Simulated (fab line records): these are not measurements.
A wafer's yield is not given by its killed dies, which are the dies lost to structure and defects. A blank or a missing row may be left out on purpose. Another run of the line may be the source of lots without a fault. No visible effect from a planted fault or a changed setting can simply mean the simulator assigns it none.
fab line records	flow gf180mcu
record: lots: 22	wafers: 66	last_day: 34
route steps=602 shown V1@353 M3@415 V3@447 M5@537 PASSIVATION@601
lots with no fault: from the same line, run without faults
start_h: start of the lot's first displayed wafer, in hours after the record's first day	wait_h: hours from the lot's prior step to this one	" as in the row above	L1.1+2: a row that stands for several wafers	- no value, or no start was given	* or withheld: withheld	< > ~ a bound
route shown NAME@n: names a module that has steps shown in the file, with the first one's number in the route	usual: mean/standard deviation taken from wafers without a fault	same: alike in all rows	chamber/n: place in a boat	sites: per-site readings	_std_site: their standard deviation	_edge_site: outer sites' mean less inner sites'	radius_mm: for every site, how far away it sits from the centre of the wafer	mask NAME#n: copy n	behind: the tool/chamber that last shaped the wafer	hold: reason for holding the lot/hours on hold/outcome of the hold	device: whichever transistor did not switch (one of n, p or np)	end of line: at the end of the route, the tests of the same wafers	step lacking rows: just its recipe	killed: dies lost to structure and defects at the first sort, not the wafer's yield	map: shows each die of a wafer: x if killed, . if not, _ if none is there
set.NAME: the setting the step ran with; set.NAME@STEP: the setting that earlier step ran with	model.NAME: the simulator's own value behind a step, which no gauge read
a sample of lots followed through the steps of the route, with each step as a table and each wafer as a row
services: when a tool's chamber went out of use (start_h, in hours from the record's first day, below 0 if earlier), for how many hours, and the reason
== steps ==
step: GF_V1_STRIP_18
recipe: chemistry: O2/N2	power_w: 1400	pressure_mtorr: 1500	platen_temp_c: 250	o2_flow_sccm: 3000	n2_flow_sccm: 300	overash_fraction: 0.5
usual: chamber_pressure_mTorr: 1500.1/1.2	drypump_motor_current_A: 5.8/0.52	heater_power_w: 337/25	n2_flow_sccm: 299.9/0.97	oes_product_au: 0.592/0.0045
lot.wafer	tool	chamber	start_h	wait_h	chamber_pressure_mTorr	drypump_motor_current_A	heater_power_w	n2_flow_sccm	oes_product_au	rf_hours_counter_h
L074.1	plasma_asher-02	0	404.41	-	1501.4	6.5	384	301.7	0.585	77
L074.3	"	0	"	"	1499.0	6.5	382	300.2	0.589	-
L074.4	"	1	"	"	1499.8	6.0	380	300.4	0.594	-
L075.4	plasma_asher-02	1	414.13	-	1501.2	6.0	370	299.2	0.591	-
L075.5	"	0	"	"	1498.9	6.5	381	300.7	0.590	-
L075.6	"	1	"	"	1501.7	6.0	373	299.9	0.592	-
L076.1	plasma_asher-03	0	425.46	-	1500.7	5.4	329	298.4	0.590	76
L076.3	"	0	"	"	1499.5	5.5	323	299.7	0.595	-
L076.6	"	1	"	"	1500.6	4.9	321	299.7	0.599	-
L077.1	plasma_asher-04	0	436.64	-	1500.4	6.1	314	299.3	0.598	62
L077.2	"	1	"	"	1501.6	6.1	328	301.5	0.598	62
L077.4	"	1	"	"	1498.5	6.1	324	299.5	0.593	-
L078.1	plasma_asher-04	1	442.16	-	1497.9	6.1	321	299.5	0.603	63
L078.3	"	1	"	"	1498.7	6.1	315	299.3	0.588	-
L078.4	"	0	"	"	1498.5	6.1	313	299.8	0.587	-
L079.2	plasma_asher-03	1	459.11	-	1499.3	4.9	318	300.2	0.588	80
L079.4	"	1	"	"	1499.4	4.9	319	299.1	0.592	-
L079.6	"	0	"	"	1499.5	5.4	332	300.7	0.592	-
L080.1	plasma_asher-02	0	470.36	-	1502.2	6.5	383	299.0	0.593	4
L080.2	"	1	"	"	1500.0	6.0	364	301.5	0.591	4
L080.5	"	1	"	"	1501.1	6.0	363	301.2	0.594	-
L081.2	plasma_asher-03	0	475.74	-	1499.3	5.5	328	302.7	0.595	82
L081.3	"	0	"	"	1501.0	5.4	322	300.3	0.587	-
L081.4	"	1	"	"	1499.3	4.9	320	299.5	0.587	-
L082.1	plasma_asher-04	1	489.24	-	1498.0	6.1	319	299.6	0.587	68
L082.3	"	1	"	"	1500.1	6.1	326	297.5	0.586	-
L082.5	"	1	"	"	1500.2	6.1	326	299.5	0.593	-
L083.1	plasma_asher-02	0	494.66	-	1500.7	6.5	378	299.6	0.590	7
L083.2	"	1	"	"	1502.9	6.0	360	301.0	0.587	7
L083.6	"	0	"	"	1499.7	6.5	372	300.3	0.585	-
L084.1	plasma_asher-03	0	508.01	-	1502.1	5.5	323	301.6	0.596	85
L084.4	"	0	"	"	1498.6	5.4	327	300.2	0.590	-
L084.5	"	1	"	"	1501.9	4.9	318	299.5	0.586	-
L085.2	plasma_asher-04	1	512.91	-	1499.4	6.1	319	300.5	0.588	70
L085.5	"	1	"	"	1498.7	6.1	323	300.3	0.603	-
L085.6	"	0	"	"	1500.3	6.1	312	301.1	0.583	-
L086.1	plasma_asher-04	0	520.44	-	1501.6	6.1	320	300.9	0.588	71
L086.2	"	1	"	"	1500.6	6.0	323	301.2	0.593	71
L086.4	"	1	"	"	1498.8	6.0	327	301.8	0.595	-
L088.1	plasma_asher-02	1	536.01	-	1499.6	6.0	360	300.8	0.588	11
L088.3	"	0	"	"	1500.1	6.5	373	300.5	0.589	-
L088.5	"	0	"	"	1498.9	6.5	375	299.1	0.592	-
L089.3	plasma_asher-02	1	539.22	-	1498.9	6.0	350	299.9	0.590	-
L089.5	"	0	"	"	1498.8	6.5	376	300.3	0.593	-
L089.6	"	1	"	"	1500.8	6.0	352	299.9	0.588	-
L090.1	plasma_asher-02	0	552.64	-	1499.6	6.5	376	298.0	0.586	14
L090.5	"	0	"	"	1497.0	6.5	382	297.5	0.599	-
L090.6	"	1	"	"	1501.5	6.0	352	300.1	0.594	-
L091.1	plasma_asher-03	0	565.14	-	1500.4	5.5	317	299.3	0.587	87
L091.3	"	1	"	"	1499.7	4.9	319	299.6	0.593	-
L091.5	"	0	"	"	1500.4	5.4	326	299.7	0.591	-
L093.4	plasma_asher-03	1	578.24	-	1498.0	4.9	319	300.2	0.593	-
L093.5	"	1	"	"	1500.1	4.9	321	300.0	0.591	-
L093.6	"	0	"	"	1501.6	5.4	328	301.1	0.590	-
L092.3	plasma_asher-04	1	579.37	-	1497.4	6.1	329	300.7	0.596	-
L092.4	"	0	"	"	1499.0	6.1	304	300.2	0.595	-
L092.5	"	0	"	"	1498.8	6.1	307	300.1	0.595	-
L094.1	plasma_asher-03	1	583.11	-	1502.5	4.9	323	299.5	0.596	89
L094.4	"	0	"	"	1500.9	5.5	320	298.4	0.592	-
L094.6	"	1	"	"	1502.4	4.9	324	298.8	0.591	-
L095.1	plasma_asher-04	1	593.26	-	1500.8	6.1	322	299.0	0.600	79
L095.2	"	0	"	"	1500.1	6.1	313	299.3	0.596	79
L095.6	"	0	"	"	1500.0	6.1	320	300.7	0.581	-
L097.3	plasma_asher-04	0	606.22	-	1500.4	6.1	316	300.4	0.600	-
L097.4	"	1	"	"	1501.3	6.1	324	299.8	0.598	-
L097.5	"	1	"	"	1499.5	6.1	325	299.1	0.593	-
step: GF_M3_THK_MEAS_06
recipe: thk_meas_gauge: xrf	reads: AlCu_of_M3_SPUTTER_02
usual: M3_ALCU_THK: 444/4.4
lot.wafer	tool	chamber	start_h	wait_h	M3_ALCU_THK[nm]
L074.1	film_metro-03	-	458.63	0.1	442
L074.3	"	-	"	"	442
L074.4	"	-	"	"	449
L075.4	film_metro-03	-	467.04	0.1	440
L075.5	"	-	"	"	438
L075.6	"	-	"	"	440
L076.1	film_metro-02	-	478.56	0.1	449
L076.3	"	-	"	"	444
L076.6	"	-	"	"	450
L077.1	film_metro-03	-	488.82	0.1	444
L077.2	"	-	"	"	442
L077.4	"	-	"	"	445
L078.1	film_metro-03	-	495.72	0.1	446
L078.3	"	-	"	"	445
L078.4	"	-	"	"	444
L079.2	film_metro-03	-	511.72	0.1	446
L079.4	"	-	"	"	443
L079.6	"	-	"	"	448
L080.1	film_metro-01	-	522.74	0.1	440
L080.2	"	-	"	"	444
L080.5	"	-	"	"	440
L081.2	film_metro-02	-	528.08	0.1	445
L081.3	"	-	"	"	442
L081.4	"	-	"	"	442
L082.1	film_metro-03	-	540.61	0.1	452
L082.3	"	-	"	"	455
L082.5	"	-	"	"	450
L083.1	film_metro-01	-	545.36	0.1	431
L083.2	"	-	"	"	434
L083.6	"	-	"	"	434
L084.1	film_metro-02	-	558.11	0.1	451
L084.4	"	-	"	"	445
L084.5	"	-	"	"	442
L085.2	film_metro-01	-	563.02	0.1	447
L085.5	"	-	"	"	439
L085.6	"	-	"	"	442
L086.1	film_metro-01	-	569.23	0.1	441
L086.2	"	-	"	"	439
L086.4	"	-	"	"	442
L088.1	film_metro-01	-	585.17	0.1	445
L088.3	"	-	"	"	441
L088.5	"	-	"	"	445
L089.3	film_metro-03	-	588.01	0.1	450
L089.5	"	-	"	"	445
L089.6	"	-	"	"	443
L090.1	film_metro-03	-	600.47	0.1	451
L090.5	"	-	"	"	451
L090.6	"	-	"	"	447
L091.1	film_metro-02	-	613.07	0.1	441
L091.3	"	-	"	"	439
L091.5	"	-	"	"	440
L093.4	film_metro-03	-	628.22	0.1	448
L093.5	"	-	"	"	448
L093.6	"	-	"	"	452
L092.3	film_metro-02	-	628.53	0.1	449
L092.4	"	-	"	"	448
L092.5	"	-	"	"	448
L094.1	film_metro-03	-	630.77	0.1	444
L094.4	"	-	"	"	439
L094.6	"	-	"	"	442
L095.1	film_metro-01	-	638.11	0.1	441
L095.2	"	-	"	"	440
L095.6	"	-	"	"	441
L097.3	film_metro-02	-	652.91	0.1	446
L097.4	"	-	"	"	448
L097.5	"	-	"	"	448
step: GF_M3_METAL_ETCH_16
recipe: chemistry: Cl2/BCl3	mask_material: KrF	target_depth_nm: 627.5	stop_on: SiO2	pressure_mtorr: 8	icp_w: 800	bias_w: 137.7	Cl2_flow_sccm: 80	bcl3_flow_sccm: 40	time_s: 104.6
usual: chamber_pressure_mTorr: 8.000/0.0069	drypump_motor_current_A: 5.7/0.31	mfc_cl2_sccm: 80.00/0.25	oes_product_au: 0.971/0.0059	throttle_valve_pct: 28.250/0.0093
lot.wafer	tool	chamber	start_h	wait_h	chamber_pressure_mTorr	drypump_motor_current_A	mfc_cl2_sccm	oes_product_au	rf_hours_counter_h	throttle_valve_pct
L074.1	rie_metal-04	1	483.08	0.0	7.994	5.6	80.00	0.972	7	28.247
L074.3	"	0	"	"	8.004	5.4	79.87	0.978	-	28.250
L074.4	"	1	"	"	8.007	5.6	79.94	0.972	-	28.258
L075.4	rie_metal-01	1	491.30	0.0	8.003	6.0	80.18	0.970	-	28.236
L075.5	"	1	"	"	7.993	6.0	79.68	0.965	-	28.259
L075.6	"	0	"	"	7.996	5.3	79.88	0.955	-	28.247
L076.1	rie_metal-01	0	502.56	0.0	7.999	5.3	80.18	0.971	7	28.235
L076.3	"	0	"	"	7.987	5.3	79.96	0.971	-	28.254
L076.6	"	0	"	"	8.010	5.3	79.93	0.970	-	28.253
L077.1	rie_metal-03	0	512.42	0.0	7.987	6.1	79.58	0.975	11	28.247
L077.2	"	1	"	"	8.005	5.7	79.69	0.971	9	28.253
L077.4	"	0	"	"	8.007	6.1	79.85	0.967	-	28.246
L078.1	rie_metal-01	1	518.93	0.0	7.987	6.0	79.78	0.978	4	28.264
L078.3	"	1	"	"	8.006	6.0	79.99	0.967	-	28.249
L078.4	"	0	"	"	7.999	5.3	80.13	0.974	-	28.242
L079.2	rie_metal-03	1	534.81	0.0	7.985	5.7	79.98	0.971	10	28.251
L079.4	"	1	"	"	7.999	5.7	79.96	0.978	-	28.246
L079.6	"	0	"	"	8.003	6.1	79.94	0.971	-	28.252
L080.1	rie_metal-04	1	545.48	0.0	8.003	5.6	79.87	0.966	9	28.263
L080.2	"	0	"	"	7.995	5.3	80.15	0.972	8	28.251
L080.5	"	1	"	"	8.010	5.6	80.25	0.968	-	28.261
L081.2	rie_metal-03	0	550.56	0.0	8.000	6.1	79.85	0.964	12	28.263
L081.3	"	1	"	"	8.007	5.7	80.11	0.969	-	28.270
L081.4	"	0	"	"	8.004	6.1	80.03	0.961	-	28.253
L082.1	rie_metal-04	0	562.76	0.0	7.999	5.4	79.73	0.983	8	28.245
L082.3	"	1	"	"	8.003	5.6	80.28	0.979	-	28.252
L082.5	"	0	"	"	7.997	5.4	79.83	0.981	-	28.242
L083.1	rie_metal-03	0	567.38	0.0	8.000	6.1	79.76	0.963	13	28.266
L083.2	"	1	"	"	8.000	5.7	80.42	0.967	10	28.251
L083.6	"	0	"	"	7.995	6.1	79.75	0.969	-	28.239
L084.1	rie_metal-01	1	580.06	0.0	7.996	6.1	80.08	0.976	6	28.229
L084.4	"	0	"	"	7.998	5.3	80.27	0.966	-	28.255
L084.5	"	1	"	"	7.996	6.0	79.93	0.964	-	28.257
L085.2	rie_metal-04	0	584.66	0.0	7.989	5.4	80.14	0.978	9	28.241
L085.5	"	0	"	"	7.995	5.4	80.21	0.976	-	28.238
L085.6	"	1	"	"	7.992	5.6	80.45	0.970	-	28.241
L086.1	rie_metal-04	1	590.21	0.0	7.995	5.6	79.72	0.971	10	28.252
L086.2	"	0	"	"	8.011	5.4	80.21	0.973	9	28.251
L086.4	"	1	"	"	8.003	5.6	79.85	0.980	-	28.250
L088.1	rie_metal-03	1	606.41	0.0	8.002	5.7	79.92	0.980	12	28.260
L088.3	"	0	"	"	7.993	6.1	79.67	0.976	-	28.249
L088.5	"	1	"	"	7.997	5.7	80.15	0.972	-	28.260
L089.3	rie_metal-04	0	608.82	0.1	7.993	5.3	79.96	0.972	-	28.251
L089.5	"	1	"	"	8.001	5.6	79.86	0.966	-	28.248
L089.6	"	0	"	"	7.994	5.4	80.30	0.973	-	28.258
L090.1	rie_metal-03	1	620.76	0.0	7.994	5.7	79.93	0.973	13	28.240
L090.5	"	0	"	"	7.992	6.1	80.12	0.975	-	28.244
L090.6	"	1	"	"	7.994	5.7	79.84	0.976	-	28.253
L091.1	rie_metal-01	1	632.26	0.0	8.000	6.0	80.27	0.971	8	28.247
L091.3	"	1	"	"	7.989	6.0	79.89	0.968	-	28.266
L091.5	"	1	"	"	7.993	6.0	80.22	0.970	-	28.252
L093.4	rie_metal-03	0	647.55	0.0	7.995	6.1	79.71	0.970	-	28.252
L093.5	"	0	"	"	8.001	6.1	79.52	0.957	-	28.237
L093.6	"	1	"	"	7.996	5.7	80.00	0.976	-	28.245
L092.3	rie_metal-04	0	648.54	0.1	8.004	5.4	79.84	0.983	-	28.248
L092.4	"	0	"	"	7.995	5.4	80.02	0.970	-	28.233
L092.5	"	0	"	"	7.996	5.4	79.80	0.976	-	28.244
L094.1	rie_metal-03	0	650.21	0.0	8.004	6.1	79.76	0.972	2	28.257
L094.4	"	1	"	"	8.005	5.7	80.22	0.961	-	28.266
L094.6	"	0	"	"	8.000	6.1	79.91	0.962	-	28.245
L095.1	rie_metal-01	1	657.86	0.0	8.008	6.0	80.02	0.975	9	28.242
L095.2	"	0	"	"	7.993	5.3	79.88	0.972	11	28.256
L095.6	"	0	"	"	8.000	5.3	80.13	0.965	-	28.246
L097.3	rie_metal-01	0	672.45	0.1	8.004	5.3	79.76	0.972	-	28.258
L097.4	"	1	"	"	8.013	6.0	80.11	0.978	-	28.247
L097.5	"	0	"	"	8.001	5.3	79.97	0.964	-	28.258
step: GF_V3_STRIP_18
recipe: chemistry: O2/N2	power_w: 1400	pressure_mtorr: 1500	platen_temp_c: 250	o2_flow_sccm: 3000	n2_flow_sccm: 300	overash_fraction: 0.5
usual: chamber_pressure_mTorr: 1500.0/1.3	drypump_motor_current_A: 6.0/0.38	heater_power_w: 340/27	n2_flow_sccm: 300.1/0.92	oes_product_au: 0.593/0.0046
lot.wafer	tool	chamber	start_h	wait_h	chamber_pressure_mTorr	drypump_motor_current_A	heater_power_w	n2_flow_sccm	oes_product_au	rf_hours_counter_h
L074.1	plasma_asher-02	1	508.24	-	1502.2	6.0	356	301.8	0.592	8
L074.3	"	0	"	"	1499.2	6.5	374	301.4	0.594	-
L074.4	"	1	"	"	1498.7	6.0	357	300.9	0.589	-
L075.4	plasma_asher-02	1	516.32	-	1498.0	6.0	360	301.8	0.594	-
L075.5	"	1	"	"	1499.8	6.0	350	300.9	0.597	-
L075.6	"	0	"	"	1501.2	6.5	383	299.5	0.601	-
L076.1	plasma_asher-04	1	527.39	-	1501.6	6.1	327	300.0	0.595	71
L076.3	"	1	"	"	1499.8	6.1	322	299.6	0.590	-
L076.6	"	0	"	"	1498.8	6.1	304	299.2	0.602	-
L077.1	plasma_asher-02	1	537.31	-	1499.6	6.0	357	301.4	0.596	12
L077.2	"	0	"	"	1498.4	6.5	379	300.1	0.589	12
L077.4	"	1	"	"	1499.5	6.0	361	301.1	0.586	-
L078.1	plasma_asher-04	1	542.64	-	1502.0	6.1	329	300.5	0.587	74
L078.3	"	0	"	"	1502.6	6.1	305	301.1	0.590	-
L078.4	"	1	"	"	1501.6	6.1	325	299.7	0.589	-
L079.2	plasma_asher-04	1	558.56	-	1502.0	6.1	330	299.9	0.587	76
L079.4	"	1	"	"	1500.1	6.1	326	298.0	0.598	-
L079.6	"	0	"	"	1500.2	6.1	310	298.6	0.589	-
L080.1	plasma_asher-02	0	568.76	-	1499.1	6.5	382	301.1	0.597	16
L080.2	"	1	"	"	1501.3	6.0	355	298.8	0.591	16
L080.5	"	1	"	"	1500.4	6.0	347	299.7	0.590	-
L081.2	plasma_asher-02	1	573.31	-	1500.6	6.0	363	301.1	0.587	16
L081.3	"	1	"	"	1500.6	6.0	362	300.5	0.591	-
L081.4	"	0	"	"	1497.5	6.5	377	300.1	0.590	-
L082.1	plasma_asher-02	0	585.91	-	1498.8	6.5	382	300.4	0.592	18
L082.3	"	0	"	"	1500.6	6.5	387	300.4	0.595	-
L082.5	"	0	"	"	1499.8	6.5	379	300.3	0.593	-
L083.1	plasma_asher-04	0	589.99	-	1501.1	6.1	315	301.4	0.596	79
L083.2	"	1	"	"	1502.4	6.1	327	299.0	0.589	79
L083.6	"	0	"	"	1500.4	6.1	315	299.7	0.593	-
L084.1	plasma_asher-02	1	603.09	-	1500.9	6.0	360	299.2	0.590	20
L084.4	"	1	"	"	1499.3	6.0	362	300.9	0.588	-
L084.5	"	0	"	"	1500.9	6.5	387	300.4	0.593	-
L085.2	plasma_asher-03	0	607.06	-	1497.6	5.5	317	299.3	0.589	91
L085.5	"	1	"	"	1502.2	4.9	326	300.4	0.592	-
L085.6	"	0	"	"	1500.3	5.4	321	299.7	0.598	-
L086.1	plasma_asher-02	0	613.01	-	1499.9	6.5	378	300.3	0.591	21
L086.2	"	1	"	"	1501.1	6.0	352	300.2	0.592	21
L086.4	"	0	"	"	1499.2	6.5	382	300.1	0.593	-
L088.1	plasma_asher-04	0	629.16	-	1500.2	6.1	315	301.8	0.608	83
L088.3	"	1	"	"	1497.2	6.1	319	300.9	0.602	-
L088.5	"	1	"	"	1500.3	6.1	323	300.2	0.595	-
L089.3	plasma_asher-04	0	630.22	-	1500.4	6.1	311	299.4	0.591	-
L089.5	"	0	"	"	1499.9	6.1	309	300.3	0.600	-
L089.6	"	1	"	"	1499.5	6.1	329	300.6	0.599	-
L090.1	plasma_asher-04	1	645.89	-	1498.6	6.1	314	299.3	0.590	85
L090.5	"	1	"	"	1500.3	6.1	322	301.4	0.600	-
L090.6	"	0	"	"	1502.0	6.1	317	299.8	0.586	-
L091.1	plasma_asher-03	1	655.21	-	1500.3	4.9	305	300.5	0.602	96
L091.3	"	0	"	"	1498.9	5.4	321	300.4	0.596	-
L091.5	"	1	"	"	1501.0	4.9	325	299.8	0.595	-
L093.4	plasma_asher-03	0	668.22	-	1499.9	5.5	324	300.4	0.598	-
L093.5	"	0	"	"	1500.2	5.4	329	300.4	0.593	-
L093.6	"	1	"	"	1500.2	4.9	323	300.0	0.598	-
L092.3	plasma_asher-02	0	669.84	-	1500.5	6.5	381	300.6	0.590	-
L092.4	"	1	"	"	1499.9	6.0	359	299.2	0.595	-
L092.5	"	0	"	"	1500.2	6.5	390	299.8	0.594	-
L094.1	plasma_asher-04	0	670.99	-	1499.3	6.1	313	299.1	0.599	87
L094.4	"	0	"	"	1498.7	6.1	319	300.9	0.592	-
L094.6	"	0	"	"	1497.4	6.1	313	300.2	0.595	-
L095.1	plasma_asher-04	1	678.64	-	1500.7	6.1	327	300.3	0.599	88
L095.2	"	0	"	"	1501.4	6.1	313	299.6	0.596	88
L095.6	"	0	"	"	1498.8	6.1	317	299.3	0.589	-
L097.3	plasma_asher-02	1	692.62	-	1500.9	6.0	359	299.1	0.591	-
L097.4	"	0	"	"	1499.6	6.5	381	298.7	0.587	-
L097.5	"	0	"	"	1498.4	6.5	376	298.1	0.592	-
step: GF_M5_STRIP_11
recipe: chemistry: O2/N2	power_w: 1400	pressure_mtorr: 1500	platen_temp_c: 250	o2_flow_sccm: 3000	n2_flow_sccm: 300	overash_fraction: 0.5
usual: chamber_pressure_mTorr: 1500.0/1.3	drypump_motor_current_A: 6.0/0.43	heater_power_w: 345/28	n2_flow_sccm: 300.0/0.94	oes_product_au: 0.544/0.0047	strip_time_to_endpoint_s: 7.53/0.032
lot.wafer	tool	chamber	start_h	wait_h	chamber_pressure_mTorr	drypump_motor_current_A	heater_power_w	n2_flow_sccm	oes_product_au	rf_hours_counter_h	strip_time_to_endpoint_s
L074.1	plasma_asher-03	0	601.40	0.1	1500.7	5.5	325	300.2	0.534	90	7.55
L074.3	"	1	"	"	1500.3	4.9	320	300.0	0.553	-	7.53
L074.4	"	0	"	"	1498.5	5.4	324	301.1	0.541	-	7.52
L075.4	plasma_asher-02	1	608.58	0.1	1498.4	6.0	351	300.0	0.537	-	7.47
L075.5	"	1	"	"	1500.3	6.0	361	300.2	0.543	-	7.50
L075.6	"	0	"	"	1498.8	6.5	390	299.7	0.544	-	7.47
L076.1	plasma_asher-02	1	618.75	0.1	1500.0	6.0	367	298.5	0.543	22	7.52
L076.3	"	1	"	"	1501.7	6.0	365	298.8	0.540	-	7.55
L076.6	"	0	"	"	1499.4	6.5	378	301.6	0.547	-	7.53
L077.1	plasma_asher-04	0	628.85	0.1	1501.0	6.1	307	302.0	0.540	83	7.56
L077.2	"	1	"	"	1502.2	6.1	320	298.7	0.542	83	7.51
L077.4	"	1	"	"	1500.1	6.1	328	300.1	0.543	-	7.50
L078.1	plasma_asher-02	1	631.40	0.1	1499.3	6.0	362	298.9	0.543	23	7.51
L078.3	"	1	"	"	1498.1	6.0	347	299.3	0.540	-	7.56
L078.4	"	0	"	"	1498.1	6.5	385	299.3	0.541	-	7.48
L079.2	plasma_asher-04	1	648.05	0.1	1497.4	6.0	318	298.7	0.550	85	7.50
L079.4	"	1	"	"	1501.6	6.1	324	299.3	0.540	-	7.51
L079.6	"	1	"	"	1502.7	6.1	325	299.3	0.548	-	7.56
L080.1	plasma_asher-04	0	655.05	0.1	1499.9	6.1	317	300.2	0.545	86	7.54
L080.2	"	1	"	"	1501.6	6.1	318	300.0	0.540	86	7.54
L080.5	"	1	"	"	1499.7	6.1	321	299.6	0.536	-	7.54
L081.2	plasma_asher-04	1	663.52	0.1	1500.6	6.1	322	299.0	0.539	87	7.58
L081.3	"	1	"	"	1501.9	6.1	326	300.5	0.548	-	7.54
L081.4	"	0	"	"	1499.9	6.1	310	300.9	0.542	-	7.55
L082.1	plasma_asher-04	1	673.25	0.1	1500.7	6.1	322	300.8	0.538	88	7.51
L082.3	"	0	"	"	1498.5	6.1	313	300.4	0.543	-	7.49
L082.5	"	0	"	"	1499.8	6.1	309	300.0	0.536	-	7.49
L083.1	plasma_asher-03	1	675.25	0.1	1500.6	4.9	315	300.7	0.542	98	7.58
L083.2	"	0	"	"	1499.2	5.5	326	299.6	0.552	98	7.59
L083.6	"	0	"	"	1499.7	5.4	318	299.6	0.552	-	7.55
L084.1	plasma_asher-02	1	690.00	0.1	1502.3	6.0	363	298.3	0.540	29	7.52
L084.4	"	0	"	"	1503.6	6.5	384	300.3	0.540	-	7.52
L084.5	"	1	"	"	1501.0	6.0	358	300.0	0.535	-	7.51
L085.2	plasma_asher-02	1	691.60	0.1	1500.5	6.0	354	301.9	0.542	30	7.53
L085.5	"	0	"	"	1498.5	6.5	385	300.2	0.540	-	7.52
L085.6	"	1	"	"	1499.9	6.0	366	300.3	0.548	-	7.54
L086.1	plasma_asher-02	1	695.75	0.1	1499.5	6.0	364	301.9	0.534	30	7.53
L086.2	"	0	"	"	1497.9	6.5	385	300.0	0.558	30	7.58
L086.4	"	1	"	"	1499.9	6.0	355	301.6	0.535	-	7.60
L088.1	plasma_asher-04	1	711.31	0.1	1497.6	6.1	322	298.9	0.549	91	7.56
L088.3	"	1	"	"	1499.4	6.1	332	298.8	0.537	-	7.59
L088.5	"	0	"	"	1498.3	6.1	311	299.1	0.545	-	7.57
L089.3	plasma_asher-02	1	714.08	0.1	1500.3	6.0	347	300.8	0.547	-	7.53
L089.5	"	0	"	"	1499.0	6.5	384	298.7	0.542	-	7.58
L089.6	"	1	"	"	1500.0	6.0	349	301.3	0.543	-	7.52
L090.1	plasma_asher-02	1	726.15	0.1	1500.8	6.0	363	300.7	0.541	33	7.50
L090.5	"	1	"	"	1500.1	6.0	349	299.2	0.544	-	7.53
L090.6	"	0	"	"	1497.2	6.5	377	301.3	0.545	-	7.49
L091.1	plasma_asher-04	1	734.85	0.1	1498.7	6.1	327	299.6	0.546	93	7.52
L091.3	"	1	"	"	1501.1	6.1	316	299.9	0.551	-	7.59
L091.5	"	1	"	"	1499.0	6.1	324	299.9	0.542	-	7.55
L093.4	plasma_asher-02	0	745.33	0.1	1497.9	6.5	383	300.1	0.550	-	7.54
L093.5	"	0	"	"	1501.0	6.5	383	299.0	0.543	-	7.53
L093.6	"	1	"	"	1501.4	6.0	371	299.1	0.540	-	7.52
L092.3	plasma_asher-02	1	746.73	0.1	1498.7	6.0	359	299.6	0.545	-	7.50
L092.4	"	0	"	"	1499.7	6.5	376	298.7	0.545	-	7.53
L092.5	"	0	"	"	1499.4	6.5	376	298.8	0.538	-	7.56
L094.1	plasma_asher-03	1	748.90	0.1	1501.1	4.9	314	299.4	0.550	0	7.50
L094.4	"	1	"	"	1499.8	4.9	308	299.6	0.548	-	7.53
L094.6	"	1	"	"	1499.3	4.9	306	298.4	0.538	-	7.50
L095.1	plasma_asher-02	0	755.41	0.2	1499.6	6.5	383	300.2	0.533	36	7.51
L095.2	"	1	"	"	1500.1	6.0	356	300.9	0.541	36	7.51
L095.6	"	1	"	"	1502.1	6.0	355	300.8	0.540	-	7.48
L097.3	plasma_asher-04	1	768.04	0.1	1498.7	6.1	317	300.3	0.538	-	7.59
L097.4	"	0	"	"	1499.7	6.1	318	300.4	0.541	-	7.52
L097.5	"	0	"	"	1499.0	6.1	321	301.2	0.548	-	7.54
step: GF_PASSIVATION_BOW_MEAS_14
recipe: mode: bow
usual: PASSIVATION_BOW: 136/12
lot.wafer	tool	chamber	start_h	wait_h	PASSIVATION_BOW[um]
L074.1	film_metro-03	-	669.06	0.0	116
L074.3	"	-	"	"	133
L074.4	"	-	"	"	150
L075.4	film_metro-03	-	675.62	0.1	125
L075.5	"	-	"	"	123
L075.6	"	-	"	"	137
L076.1	film_metro-03	-	685.71	0.0	154
L076.3	"	-	"	"	151
L076.6	"	-	"	"	150
L077.1	film_metro-01	-	693.41	0.0	156
L077.2	"	-	"	"	153
L077.4	"	-	"	"	158
L078.1	film_metro-04	-	697.45	0.0	150
L078.3	"	-	"	"	140
L078.4	"	-	"	"	150
L079.2	film_metro-04	-	710.02	0.0	132
L079.4	"	-	"	"	135
L079.6	"	-	"	"	123
L080.1	film_metro-04	-	717.95	0.0	139
L080.2	"	-	"	"	132
L080.5	"	-	"	"	132
L081.2	film_metro-01	-	724.47	0.0	149
L081.3	"	-	"	"	143
L081.4	"	-	"	"	149
L082.1	film_metro-03	-	734.80	0.0	126
L082.3	"	-	"	"	126
L082.5	"	-	"	"	132
L083.1	film_metro-03	-	736.04	0.0	150
L083.2	"	-	"	"	134
L083.6	"	-	"	"	119
L084.1	film_metro-01	-	749.56	0.0	142
L084.4	"	-	"	"	144
L084.5	"	-	"	"	156
L085.2	film_metro-03	-	750.28	0.0	121
L085.5	"	-	"	"	133
L085.6	"	-	"	"	120
L086.1	film_metro-01	-	754.21	0.0	150
L086.2	"	-	"	"	156
L086.4	"	-	"	"	166
L088.1	film_metro-01	-	767.64	0.0	139
L088.3	"	-	"	"	134
L088.5	"	-	"	"	134
L089.3	film_metro-04	-	771.29	0.0	124
L089.5	"	-	"	"	138
L089.6	"	-	"	"	138
L090.1	film_metro-04	-	780.09	0.0	142
L090.5	"	-	"	"	143
L090.6	"	-	"	"	143
L091.1	film_metro-01	-	789.62	0.0	122
L091.3	"	-	"	"	134
L091.5	"	-	"	"	143
L093.4	film_metro-01	-	798.17	0.1	108
L093.5	"	-	"	"	114
L093.6	"	-	"	"	110
L092.3	film_metro-03	-	800.48	0.0	138
L092.4	"	-	"	"	146
L092.5	"	-	"	"	142
L094.1	film_metro-04	-	801.41	0.0	126
L094.4	"	-	"	"	135
L094.6	"	-	"	"	141
L095.1	film_metro-03	-	807.74	0.0	133
L095.2	"	-	"	"	139
L095.6	"	-	"	"	139
L097.3	film_metro-04	-	818.70	0.0	120
L097.4	"	-	"	"	132
L097.5	"	-	"	"	130
== services ==
tool	chamber	start_h	hours	kind
rie_metal-01	-	387.44	14.6	pm
rie_metal-04	-	403.26	2.8	pm
rie_metal-04	-	406.01	28.1	pm
rie_metal-03	1	419.38	5.1	repair
plasma_asher-02	-	421.25	9.0	pm
plasma_asher-02	0	421.25	9.0	vent_cycle
plasma_asher-02	1	421.25	9.0	vent_cycle
rie_metal-01	1	422.10	20.4	repair
plasma_asher-02	0	430.25	-	clean
plasma_asher-02	1	430.25	-	clean
rie_metal-01	-	461.98	1.1	repair
rie_metal-01	-	479.52	0.5	repair
rie_metal-01	0	519.29	11.5	repair
plasma_asher-03	-	525.42	36.4	repair
rie_metal-03	0	579.71	-	clean
plasma_asher-03	-	597.67	3.7	repair
plasma_asher-04	-	660.60	0.6	repair
rie_metal-03	-	691.30	1.1	repair
plasma_asher-03	-	733.75	9.0	pm
plasma_asher-03	0	733.75	9.0	vent_cycle
plasma_asher-03	1	733.75	9.0	vent_cycle
plasma_asher-02	-	734.28	2.6	repair
plasma_asher-03	0	742.75	-	clean
plasma_asher-03	1	742.75	-	clean
== key ==
fault none
